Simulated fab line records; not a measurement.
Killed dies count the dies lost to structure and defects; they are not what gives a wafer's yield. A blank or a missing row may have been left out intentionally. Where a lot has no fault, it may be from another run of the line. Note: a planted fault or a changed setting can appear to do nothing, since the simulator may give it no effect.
Chamber matching	flow sky130	SKY_VIA4_CMP_21 on cmp-02 has 4 sister chambers
The step polishes, stops on SiO2, t overpolish 25 s, target thk 0 nm. 8 wafers are shown with their chamber, then 7 later ones without.

WAFERS, EACH WITH ITS CHAMBER
wafer	chamber	motor current A (A)	time to endpoint s (s)
L565.3	0	10.0	132
L572.2	1	10.7	121
L572.4	2	9.4	123
L578.1	1	10.9	119
L578.3	3	10.6	119
L578.4	2	9.1	117
L582.2	3	10.4	121
L582.4	0	9.6	126

WAFERS WHOSE CHAMBER IS MISSING
wafer	motor current A (A)	time to endpoint s (s)
L582.5	11.0	119
L583.2	10.1	121
L583.4	9.2	120
L583.6	10.9	118
L586.1	10.2	129
L586.3	10.5	124
L586.4	9.9	123

CHAMBER TAKEN BY EACH
wafer	from the rows above	in truth
L582.5	can't be placed: 1 or 3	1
L583.2	can't be placed: 3 or 0 or 1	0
L583.4	2	2
L583.6	can't be placed: 1 or 3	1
L586.1	can't be placed: 0 or 3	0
L586.3	can't be placed: 3 or 1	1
L586.4	can't be placed: 0 or 3 or 2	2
Correctly placed: 1 of 7. From these rows, 6 cannot be placed; in 6 the true chamber is one of the candidates. Number placed wrongly: 0.
How it was worked out, from the rows above alone: a wafer's distance from a chamber is the root of the sum, over the readings, of the square of ((its reading less the chamber's mean) divided by the reading's scatter). The wafer belongs to the nearest chamber; if the next one is less than 2 further off, it can't be placed. A chamber's mean is the mean of its shown wafers. The scatter is the square root of a quotient: the sum, over the shown wafers, of each reading's squared deviation from its chamber's mean, divided by wafers minus chambers.
